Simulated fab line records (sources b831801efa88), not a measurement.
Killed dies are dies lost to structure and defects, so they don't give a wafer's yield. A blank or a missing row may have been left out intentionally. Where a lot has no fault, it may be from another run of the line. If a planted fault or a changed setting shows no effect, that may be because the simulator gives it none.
fab line records    flow sfqLine
record: lots: 6  wafers: 18  lastDay: 92
route steps=325 shown L0V@23 M0@28 I0@43 M1@58 M8@325
lots untouched by any fault: they come from a run of this same line in which no faults occurred
startH: the number of hours between the record's first day and the start of the first shown wafer of the lot    waitH: time in hours since the lot's previous step    " repeats the value in the row above    L1.1+2: several wafers, shown together as one row    - no value present, or no start provided    * or withheld: withheld    < > ~ a bound
route shown NAME@n: a module of which the file shows steps, and the number in the route of the first    usual: the fault-free wafers' mean and standard deviation    same: alike in all rows    chamber/n: place in a boat    sites: the reading at each site    _std_site: their standard deviation    _edge_site: outer sites' mean less inner sites'    radiusMm: for every site, how far away it sits from the centre of the wafer    mask NAME#n: copy n    behind: the last tool/chamber to shape the wafer    hold: why the lot was held/for how many hours/how that ended    device: the transistor (n, p or np) that didn't switch    end of line: the route-end tests of the same wafers    for a step that has no rows: nothing shown but its recipe    killed: count of dies lost to structure and defects at first sort (not the wafer's yield)    map: dies across one wafer; x = killed, . = not, _ = none there
set.NAME: the setting as run; set.NAME@STEP: as run at that earlier step    model.NAME: the simulator's own value behind a step, which no gauge read
certain route steps with their lots: each step a table, each wafer a row
services: from which hour (startH, from the record's first day; less than 0 if before it) a tool's chamber was out of use, for how many hours, and why
== steps ==
step: SFQ_L0V_OVL_MEAS_903
usual: L0V_OVL: 1/5.3
lot.wafer  tool        chamber  startH  waitH  L0V_OVL[nm]
L577.1     overlay-02  -        155.76  0.1    3
L577.2     "           -        "       "      1
L577.6     "           -        "       "      3
L583.1     overlay-02  -        215.11  0.1    -1
L583.2     "           -        "       "      5
L583.4     "           -        "       "      2
L584.1     overlay-01  -        222.44  0.1    3
L584.3     "           -        "       "      1
L584.5     "           -        "       "      0
L592.1     overlay-02  -        278.96  0.1    4
L592.2     "           -        "       "      3
L592.6     "           -        "       "      3
L598.3     overlay-01  -        327.10  0.1    8
L598.4     "           -        "       "      -2
L598.5     "           -        "       "      1
L599.2     overlay-02  -        339.09  0.1    2
L599.4     "           -        "       "      -1
L599.6     "           -        "       "      1
step: SFQ_TRILAYER_L0_VIA_BARC_OPEN_VIA_ETCH_021
recipe: maskMaterial: PR  chemistry: O2  targetDepthNm: 125  target: BARC  sourceW: 500  biasW: 80  pressureMtorr: 30  timeS: 41.7
usual: drypumpMotorCurrentA: 5.6/0.42  oesProductAu: 0.685/0.0051  rfFwdPowerW: 494.5/2.2
lot.wafer  tool        chamber  startH  waitH  drypumpMotorCurrentA  oesProductAu  rfFwdPowerW  rfHoursCounterH
L577.1     rieDiel-02  2        155.80  0.0    6.0                   0.682         497.5        117
L577.2     "           1        "       "      4.9                   0.682         497.7        19
L577.6     "           2        "       "      6.0                   0.691         494.8        -
L583.1     rieDiel-03  0        215.15  0.0    6.2                   0.686         495.3        141
L583.2     "           3        "       "      5.6                   0.687         491.0        45
L583.4     "           1        "       "      5.9                   0.696         495.8        46
L584.1     rieDiel-02  0        222.47  0.0    5.6                   0.685         495.2        81
L584.3     "           1        "       "      4.9                   0.684         497.2        20
L584.5     "           1        "       "      4.9                   0.680         495.0        -
L592.1     rieDiel-03  3        279.00  0.0    5.5                   0.681         493.9        46
L592.2     "           1        "       "      5.9                   0.675         497.1        47
L592.6     "           1        "       "      5.9                   0.684         495.4        -
L598.3     rieDiel-02  3        327.12  0.0    5.2                   0.691         491.0        2
L598.4     "           2        "       "      6.0                   0.681         495.9        119
L598.5     "           2        "       "      6.0                   0.690         494.8        -
L599.2     rieDiel-02  3        339.12  0.0    5.2                   0.682         492.6        2
L599.4     "           0        "       "      5.6                   0.684         494.9        82
L599.6     "           1        "       "      4.9                   0.687         495.6        -
step: SFQ_TRILAYER_L0_VIA_ETCH_VIA_ETCH_016
recipe: target: SiO2  stopOn: MoNx_KI  maskMaterial: PR  chemistry: CHF3  targetDepthNm: 80  sourceW: 500  biasW: 80  pressureMtorr: 30  timeS: withheld
step: SFQ_TRILAYER_L0_VIA_STRIP_STRIP_017
recipe: gas: O2  powerW: 200  platenTempC: 40  overashFraction: 0.65  chemistry: O2  pressureMtorr: 50
usual: drypumpMotorCurrentA: 5.65/0.23  oesProductAu: 0.999/0.0068
lot.wafer  tool         chamber  startH  waitH  drypumpMotorCurrentA  oesProductAu  rfHoursCounterH
L577.1     rieMetal-03  0        155.89  -      5.56                  0.996         83
L577.2     "            1        "       "      5.30                  1.010         123
L577.6     "            0        "       "      5.53                  1.001         -
L583.1     rieMetal-02  0        215.23  -      5.98                  0.994         92
L583.2     "            1        "       "      5.78                  1.007         52
L583.4     "            1        "       "      5.77                  1.008         -
L584.1     rieMetal-03  0        222.56  -      5.57                  1.003         91
L584.3     "            1        "       "      5.31                  0.992         -
L584.5     "            0        "       "      5.59                  1.002         -
L592.1     rieMetal-01  0        279.08  -      5.83                  1.008         72
L592.2     "            1        "       "      5.74                  0.997         1
L592.6     "            0        "       "      5.83                  0.992         -
L598.3     rieMetal-02  1        327.41  -      5.76                  0.997         -
L598.4     "            0        "       "      5.95                  1.002         -
L598.5     "            0        "       "      6.02                  1.009         -
L599.2     rieMetal-01  1        339.21  -      5.70                  1.011         13
L599.4     "            1        "       "      5.72                  1.005         -
L599.6     "            0        "       "      5.81                  0.999         -
step: SFQ_TRILAYER_L0_VIA_STRIP_SOLV_CLEAN_018
recipe: chemistry: NMP  tempC: 70  timeS: 600
step: SFQ_TRILAYER_M0_DEP_PRE_CLEAN_020
recipe: gas: Ar  timeS: 15  biasV: 250
step: SFQ_TRILAYER_M0_DEP_SPUTTER_019
recipe: material: Nb  basePressurePa: 1.33e-06  chamberPressurePa: 0.1333  substrateTempC: 20  resputterCathodeVoltageV: 400  targetThkNm: 200  powerW: 2000  timeS: 133.3
step: SFQ_M0_RS_MEAS_904
recipe: thkMeasGauge: four-point-probe  reads: Nb_of_TRILAYER_M0_DEP_SPUTTER_019
usual: M0_NB_RS: 0.891/0.0086
lot.wafer  tool          chamber  startH  waitH  M0_NB_RS[ohm/sq]
L577.1     filmMetro-03  -        156.78  0.0    0.886
L577.2     "             -        "       "      0.878
L577.6     "             -        "       "      0.882
L583.1     filmMetro-01  -        216.12  0.0    0.896
L583.2     "             -        "       "      0.901
L583.4     "             -        "       "      0.906
L584.1     filmMetro-02  -        223.45  0.0    0.895
L584.3     "             -        "       "      0.906
L584.5     "             -        "       "      0.907
L592.1     filmMetro-02  -        279.97  0.0    0.889
L592.2     "             -        "       "      0.881
L592.6     "             -        "       "      0.894
L598.3     filmMetro-03  -        328.14  0.1    0.887
L598.4     "             -        "       "      0.887
L598.5     "             -        "       "      0.887
L599.2     filmMetro-03  -        340.12  0.1    0.882
L599.4     "             -        "       "      0.879
L599.6     "             -        "       "      0.893
step: SFQ_TRILAYER_M0_LITHO_COAT_026
recipe: resist: BARC  spinRpm: 3000  resistThkNm: 62
step: SFQ_TRILAYER_M0_LITHO_COAT_021
recipe: resist: KrF  spinRpm: 3000  resistThkNm: 600
step: SFQ_TRILAYER_M0_LITHO_SOFTBAKE_025
recipe: tempC: withheld  timeS: withheld  resist: KrF
step: SFQ_TRILAYER_M0_LITHO_EXPOSE_022
recipe: maskId: M0  na: 0.6  sourceShape: conventional  sigmaOuter: 0.65  targetCdNm: 500  doseMj: 14.4
lot.wafer   tool           chamber  startH  waitH  mask
L577.1+2+6  krfScanner-01  0        257.06  -      M0#0
L583.1+2+4  krfScanner-02  0        330.39  -      M0#0
L584.1+3+5  krfScanner-02  0        342.39  -      M0#0
L592.1+2+6  krfScanner-02  0        411.04  -      M0#0
L598.3+4+5  krfScanner-02  0        469.69  -      M0#0
L599.2+4+6  krfScanner-02  0        486.29  -      M0#0
step: SFQ_TRILAYER_M0_LITHO_PEB_024
recipe: pebTempC: 115  pebTimeS: 60  resist: KrF
step: SFQ_TRILAYER_M0_LITHO_DEVELOP_023
recipe: timeS: 60  resist: KrF
step: SFQ_M0_OVL_MEAS_906
usual: M0_OVL: 0/4.7
lot.wafer  tool        chamber  startH  waitH  M0_OVL[nm]
L577.1     overlay-01  -        258.56  0.1    -6
L577.2     "           -        "       "      -2
L577.6     "           -        "       "      2
L583.1     overlay-02  -        331.89  0.1    -4
L583.2     "           -        "       "      0
L583.4     "           -        "       "      -1
L584.1     overlay-02  -        343.89  0.1    2
L584.3     "           -        "       "      1
L584.5     "           -        "       "      -4
L592.1     overlay-01  -        412.54  0.1    4
L592.2     "           -        "       "      6
L592.6     "           -        "       "      4
L598.3     overlay-01  -        470.80  0.1    4
L598.4     "           -        "       "      0
L598.5     "           -        "       "      5
L599.2     overlay-02  -        487.60  0.1    -8
L599.4     "           -        "       "      -6
L599.6     "           -        "       "      -9
step: SFQ_TRILAYER_M0_BARC_OPEN_METAL_ETCH_031
recipe: maskMaterial: PR  chemistry: O2  targetDepthNm: 125  target: BARC  icpW: 600  biasW: 80  pressureMtorr: 10  timeS: 41.7
usual: drypumpMotorCurrentA: 5.51/0.24  oesProductAu: 0.684/0.005  rfFwdPowerW: 592.6/2.3
lot.wafer  tool         chamber  startH  waitH  drypumpMotorCurrentA  oesProductAu  rfFwdPowerW  rfHoursCounterH  model.M0.cdNm
L577.1     rieMetal-04  0        258.60  0.0    5.17                  0.696         591.6        181              500.8
L577.2     "            1        "       "      5.34                  0.688         591.6        143              502.1
L577.6     "            0        "       "      5.18                  0.680         593.7        -                500.8
L583.1     rieMetal-03  1        331.92  0.0    5.30                  0.681         591.6        143              481.2
L583.2     "            0        "       "      5.55                  0.696         591.0        108              495.5
L583.4     "            0        "       "      5.55                  0.680         594.2        -                478.7
L584.1     rieMetal-01  1        343.92  0.0    5.71                  0.684         593.5        14               486
L584.3     "            0        "       "      5.84                  0.683         590.5        -                490.3
L584.5     "            0        "       "      5.81                  0.680         591.1        -                479.5
L592.1     rieMetal-03  0        412.57  0.0    5.58                  0.690         591.4        118              500.3
L592.2     "            0        "       "      5.54                  0.693         591.1        -                501.6
L592.6     "            0        "       "      5.55                  0.680         591.0        -                500.1
L598.3     rieMetal-03  0        470.85  0.0    5.58                  0.693         591.9        -                501.3
L598.4     "            1        "       "      5.31                  0.683         592.5        -                499.6
L598.5     "            1        "       "      5.32                  0.679         592.9        -                501
L599.2     rieMetal-04  0        487.63  0.0    5.17                  0.689         589.1        20               497.2
L599.4     "            0        "       "      5.18                  0.684         592.4        -                496.2
L599.6     "            1        "       "      5.32                  0.682         596.6        -                496.5
step: SFQ_TRILAYER_M0_ETCH_METAL_ETCH_024
recipe: target: Nb  stopOn: SiO2  maskMaterial: PR  chemistry: Cl2/Ar  targetDepthNm: 240  icpW: 600  biasW: 80  pressureMtorr: 10  timeS: 120
usual: drypumpMotorCurrentA: 5.52/0.24  oesProductAu: 0.894/0.0063  rfFwdPowerW: 596.4/1.9
lot.wafer  tool         chamber  startH  waitH  drypumpMotorCurrentA  oesProductAu  rfFwdPowerW  rfHoursCounterH  model.M0.cdNm
L577.1     rieMetal-04  0        258.66  0.0    5.18                  0.903         592.7        181              501.3
L577.2     "            1        "       "      5.35                  0.904         595.9        144              503.3
L577.6     "            0        "       "      5.16                  0.901         592.7        -                501.6
L583.1     rieMetal-03  1        331.98  0.0    5.30                  0.890         596.3        144              481.7
L583.2     "            0        "       "      5.62                  0.887         596.9        108              495.5
L583.4     "            0        "       "      5.61                  0.886         598.2        -                478.5
L584.1     rieMetal-01  1        343.98  0.0    5.72                  0.893         599.4        14               485.5
L584.3     "            0        "       "      5.81                  0.884         594.2        -                490.6
L584.5     "            0        "       "      5.81                  0.880         596.3        -                479.5
L592.1     rieMetal-03  0        412.69  0.1    5.58                  0.892         598.3        118              499.6
L592.2     "            0        "       "      5.59                  0.899         592.6        -                500.6
L592.6     "            0        "       "      5.58                  0.883         596.5        -                500
L598.3     rieMetal-03  0        470.93  0.1    5.57                  0.898         596.9        -                500.7
L598.4     "            1        "       "      5.33                  0.901         597.0        -                499.4
L598.5     "            1        "       "      5.32                  0.901         594.3        -                500.8
L599.2     rieMetal-04  0        487.69  0.0    5.17                  0.897         595.7        20               496.5
L599.4     "            0        "       "      5.17                  0.902         596.3        -                495.8
L599.6     "            1        "       "      5.34                  0.889         600.4        -                496.3
step: SFQ_TRILAYER_M0_STRIP_STRIP_025
recipe: gas: O2  powerW: 200  platenTempC: 40  overashFraction: 0.65  chemistry: O2  pressureMtorr: 50
step: SFQ_TRILAYER_M0_STRIP_SOLV_CLEAN_026
recipe: chemistry: NMP  tempC: 70  timeS: 600
step: SFQ_TRILAYER_I0_DEP_PECVD_027
recipe: material: SiO2  tempC: 150  timeS: 111.11  pressureTorr: 2.4  rfW: 183.3  precursor: SiH4/N2O  targetThkNm: 500
step: SFQ_TRILAYER_I0_CMP_CMP_028
recipe: material: SiO2  downForcePsi: 3  platenRpm: 60  padVelocityMS: 0.94248
step: SFQ_I0_BOW_MEAS_907
recipe: mode: bow
usual: I0_BOW: -1/7
lot.wafer  tool          chamber  startH  waitH  I0_BOW[um]
L577.1     filmMetro-04  -        269.77  1.0    11
L577.2     "             -        "       "      -8
L577.6     "             -        "       "      18
L583.1     filmMetro-04  -        335.98  2.0    -7
L583.2     "             -        "       "      -7
L583.4     "             -        "       "      0
L584.1     filmMetro-04  -        348.00  2.0    -2
L584.3     "             -        "       "      3
L584.5     "             -        "       "      -16
L592.1     filmMetro-01  -        417.43  1.0    8
L592.2     "             -        "       "      14
L592.6     "             -        "       "      -6
L598.3     filmMetro-01  -        478.81  1.5    1
L598.4     "             -        "       "      -2
L598.5     "             -        "       "      3
L599.2     filmMetro-03  -        491.77  2.0    -1
L599.4     "             -        "       "      2
L599.6     "             -        "       "      -5
step: SFQ_TRILAYER_I0_METRO_MEASURE_029
usual: thkNm: 199.7/0.93
lot.wafer  tool          chamber  startH  waitH  thkNm
L577.1     filmMetro-04  -        269.89  0.1    200.3
L577.2     "             -        "       "      198.7
L577.6     "             -        "       "      199.0
L583.1     filmMetro-04  -        336.10  0.1    199.2
L583.2     "             -        "       "      200.2
L583.4     "             -        "       "      200.6
L584.1     filmMetro-04  -        348.12  0.1    198.9
L584.3     "             -        "       "      198.8
L584.5     "             -        "       "      198.3
L592.1     filmMetro-01  -        417.55  0.1    198.5
L592.2     "             -        "       "      200.0
L592.6     "             -        "       "      200.0
L598.3     filmMetro-01  -        479.29  0.5    199.9
L598.4     "             -        "       "      198.7
L598.5     "             -        "       "      198.8
L599.2     filmMetro-03  -        492.07  0.3    200.6
L599.4     "             -        "       "      199.8
L599.6     "             -        "       "      199.7
step: SFQ_TRILAYER_I0_VIA_LITHO_COAT_036
recipe: resist: BARC  spinRpm: 3000  resistThkNm: 62
step: SFQ_TRILAYER_I0_VIA_LITHO_COAT_031
recipe: resist: KrF  spinRpm: 3000  resistThkNm: 650
step: SFQ_TRILAYER_I0_VIA_LITHO_SOFTBAKE_035
recipe: tempC: withheld  timeS: withheld  resist: KrF
step: SFQ_TRILAYER_I0_VIA_LITHO_EXPOSE_032
recipe: maskId: I0  na: 0.6  sourceShape: conventional  sigmaOuter: 0.65  targetCdNm: 500  doseMj: 21.3
step: SFQ_TRILAYER_I0_VIA_LITHO_PEB_034
recipe: pebTempC: 115  pebTimeS: 60  resist: KrF
step: SFQ_TRILAYER_I0_VIA_LITHO_DEVELOP_033
recipe: timeS: 60  resist: KrF
step: SFQ_I0_OVL_MEAS_908
usual: I0_OVL: 2/4.4
lot.wafer  tool        chamber  startH  waitH  I0_OVL[nm]
L577.1     overlay-01  -        401.74  0.1    -3
L577.2     "           -        "       "      -2
L577.6     "           -        "       "      -4
L583.1     overlay-01  -        479.19  0.1    6
L583.2     "           -        "       "      0
L583.4     "           -        "       "      0
L584.1     overlay-02  -        496.25  0.1    0
L584.3     "           -        "       "      5
L584.5     "           -        "       "      7
L592.1     overlay-02  -        587.78  0.1    4
L592.2     "           -        "       "      0
L592.6     "           -        "       "      0
L598.3     overlay-02  -        640.84  0.1    4
L598.4     "           -        "       "      1
L598.5     "           -        "       "      4
L599.2     overlay-01  -        655.24  0.1    3
L599.4     "           -        "       "      2
L599.6     "           -        "       "      3
step: SFQ_TRILAYER_I0_VIA_BARC_OPEN_VIA_ETCH_046
recipe: maskMaterial: PR  chemistry: O2  targetDepthNm: 125  target: BARC  sourceW: 500  biasW: 80  pressureMtorr: 30  timeS: 41.7
usual: drypumpMotorCurrentA: 6.0/0.41  oesProductAu: 0.684/0.0047  rfFwdPowerW: 493.7/2.3
lot.wafer  tool        chamber  startH  waitH  drypumpMotorCurrentA  oesProductAu  rfFwdPowerW  rfHoursCounterH
L577.1     rieDiel-01  2        401.77  0.0    5.9                   0.691         490.7        2
L577.2     "           0        "       "      5.6                   0.684         492.2        82
L577.6     "           0        "       "      5.6                   0.679         495.2        -
L583.1     rieDiel-04  3        479.23  0.0    6.1                   0.690         498.2        9
L583.2     "           2        "       "      5.1                   0.690         498.4        9
L583.4     "           1        "       "      6.1                   0.683         490.9        -
L584.1     rieDiel-01  2        496.29  0.0    5.9                   0.689         491.9        3
L584.3     "           1        "       "      6.7                   0.679         496.2        1
L584.5     "           0        "       "      5.6                   0.681         488.8        -
L592.1     rieDiel-04  2        587.82  0.0    5.1                   0.683         495.5        10
L592.2     "           1        "       "      6.0                   0.686         492.9        78
L592.6     "           0        "       "      5.8                   0.690         497.8        -
L598.3     rieDiel-01  3        640.87  0.0    6.3                   0.680         490.8        3
L598.4     "           2        "       "      5.9                   0.682         491.3        5
L598.5     "           3        "       "      6.4                   0.694         492.3        -
L599.2     rieDiel-01  3        655.27  0.0    6.4                   0.687         491.1        3
L599.4     "           2        "       "      5.9                   0.686         494.9        -
L599.6     "           3        "       "      6.4                   0.678         489.2        -
step: SFQ_TRILAYER_I0_VIA_ETCH_VIA_ETCH_034
recipe: target: SiO2  stopOn: Nb  maskMaterial: PR  taperDeg: 20  chemistry: CHF3  targetDepthNm: 260  sourceW: 500  biasW: 80  pressureMtorr: 30  timeS: withheld
step: SFQ_TRILAYER_I0_VIA_STRIP_STRIP_035
recipe: gas: O2  powerW: 200  platenTempC: 40  overashFraction: 0.65  chemistry: O2  pressureMtorr: 50
step: SFQ_TRILAYER_I0_VIA_STRIP_SOLV_CLEAN_036
recipe: chemistry: NMP  tempC: 70  timeS: 600
step: SFQ_TRILAYER_M1_DEP_PRE_CLEAN_038
recipe: gas: Ar  timeS: 22.5  biasV: 250
step: SFQ_TRILAYER_M1_DEP_SPUTTER_037
recipe: material: Nb  basePressurePa: 1.33e-06  chamberPressurePa: 0.1333  substrateTempC: 20  resputterCathodeVoltageV: 400  targetThkNm: 200  powerW: 2000  timeS: 133.3
usual: throttleValvePct: 30.0/0.97
lot.wafer  tool           chamber  startH  waitH  throttleValvePct
L577.1     pvdSputter-03  -        402.73  0.0    29.6
L577.2     "              -        "       "      31.9
L577.6     "              -        "       "      29.3
L583.1     pvdSputter-03  -        480.18  0.0    31.0
L583.2     "              -        "       "      29.5
L583.4     "              -        "       "      29.8
L584.1     pvdSputter-06  -        497.25  0.0    30.0
L584.3     "              -        "       "      30.0
L584.5     "              -        "       "      31.2
L592.1     pvdSputter-03  -        588.79  0.0    29.7
L592.2     "              -        "       "      31.9
L592.6     "              -        "       "      29.6
L598.3     pvdSputter-04  -        641.82  0.0    29.4
L598.4     "              -        "       "      30.6
L598.5     "              -        "       "      29.4
L599.2     pvdSputter-03  -        656.22  0.0    32.0
L599.4     "              -        "       "      29.6
L599.6     "              -        "       "      29.5
step: SFQ_M1_RS_MEAS_909
recipe: thkMeasGauge: four-point-probe  reads: Nb_of_TRILAYER_M1_DEP_SPUTTER_037
usual: M1_NB_RS: 0.893/0.0096
lot.wafer  tool          chamber  startH  waitH  M1_NB_RS[ohm/sq]
L577.1     filmMetro-04  -        402.82  0.0    0.905
L577.2     "             -        "       "      0.903
L577.6     "             -        "       "      0.907
L583.1     filmMetro-02  -        480.27  0.0    0.876
L583.2     "             -        "       "      0.889
L583.4     "             -        "       "      0.894
L584.1     filmMetro-02  -        497.34  0.0    0.893
L584.3     "             -        "       "      0.900
L584.5     "             -        "       "      0.900
L592.1     filmMetro-01  -        588.88  0.0    0.884
L592.2     "             -        "       "      0.881
L592.6     "             -        "       "      0.883
L598.3     filmMetro-04  -        641.95  0.1    0.892
L598.4     "             -        "       "      0.891
L598.5     "             -        "       "      0.891
L599.2     filmMetro-02  -        656.33  0.1    0.892
L599.4     "             -        "       "      0.898
L599.6     "             -        "       "      0.899
step: SFQ_TRILAYER_M1_LITHO_COAT_044
recipe: resist: BARC  spinRpm: 3000  resistThkNm: 62
step: SFQ_TRILAYER_M1_LITHO_COAT_039
recipe: resist: KrF  spinRpm: 3000  resistThkNm: 600
step: SFQ_TRILAYER_M1_LITHO_SOFTBAKE_043
recipe: tempC: withheld  timeS: withheld  resist: KrF
step: SFQ_M8_BOW_MEAS_951
recipe: mode: bow
usual: M8_BOW: 8/12
lot.wafer  tool          chamber  startH   waitH  M8_BOW[um]  model.etest.m0.ohmUm
L577.1     filmMetro-04  -        1883.31  0.0    11          1.765
L577.2     "             -        "        "      -8          1.745
L577.6     "             -        "        "      18          1.761
L583.1     filmMetro-03  -        2017.40  0.0    -2          1.855
L583.2     "             -        "        "      -1          1.823
L583.4     "             -        "        "      5           1.888
L584.1     filmMetro-01  -        2018.60  0.0    8           1.847
L584.3     "             -        "        "      12          1.848
L584.5     "             -        "        "      -6          1.892
L592.1     filmMetro-01  -        2090.54  0.0    39          1.784
L592.2     "             -        "        "      46          1.761
L592.6     "             -        "        "      26          1.789
L598.3     filmMetro-03  -        2198.57  0.0    14          1.768
L598.4     "             -        "        "      10          1.774
L598.5     "             -        "        "      14          1.768
L599.2     filmMetro-01  -        2211.84  0.0    15          1.774
L599.4     "             -        "        "      16          1.77
L599.6     "             -        "        "      9           1.796
== services ==
tool           chamber  startH  hours  kind
rieMetal-04    1        162.01  14.4   repair
rieDiel-01     1        181.35  3.1    repair
krfScanner-02  -        181.86  1.3    pm
krfScanner-02  -        198.91  1.0    pm
rieDiel-02     1        199.11  9.7    repair
rieDiel-01     -        211.23  1.0    repair
rieDiel-01     2        212.23  12.7   repair
pvdSputter-03  -        223.89  1.9    repair
rieDiel-01     -        236.08  4.1    repair
krfScanner-02  -        255.74  0.8    pm
krfScanner-02  -        266.81  21.0   repair
rieDiel-02     0        291.21  4.5    repair
rieDiel-02     0        301.11  9.5    repair
rieDiel-01     -        306.20  1.2    repair
rieMetal-01    0        308.17  1.3    repair
rieMetal-03    1        317.69  13.7   repair
krfScanner-02  -        357.99  1.3    pm
krfScanner-02  -        367.44  1.0    pm
rieMetal-03    1        406.40  17.8   repair
krfScanner-02  -        424.24  0.8    pm
krfScanner-02  -        494.63  70.0   repair
krfScanner-02  -        564.65  1.3    pm
krfScanner-02  -        565.95  1.0    pm
krfScanner-02  -        593.48  0.8    pm
== key ==
firstSign none at tools or gauges
modelEffect: step: SFQ_TRILAYER_M0_BARC_OPEN_METAL_ETCH_031  value: M0.cdNm  without: 500.3  struck: 485.2
modelEffect: step: SFQ_TRILAYER_M0_ETCH_METAL_ETCH_024  value: M0.cdNm  without: 500.3  struck: 485.2
modelEffect: step: SFQ_M8_BOW_MEAS_951  value: etest.m0.ohmUm  without: 1.803  struck: 1.859
metAt SFQ_TRILAYER_M0_LITHO_EXPOSE_022
struckWafers L583.1,L583.2,L583.4,L584.1,L584.3,L584.5
fault: kind: processParameterDrift  tool: krfScanner-02  chamber: -  onsetH: 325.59  steps: SFQ_TRILAYER_M0_LITHO_EXPOSE_022  channel: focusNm  offset: 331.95  spreadByWafer: 0.3  shape: step  endH: 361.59
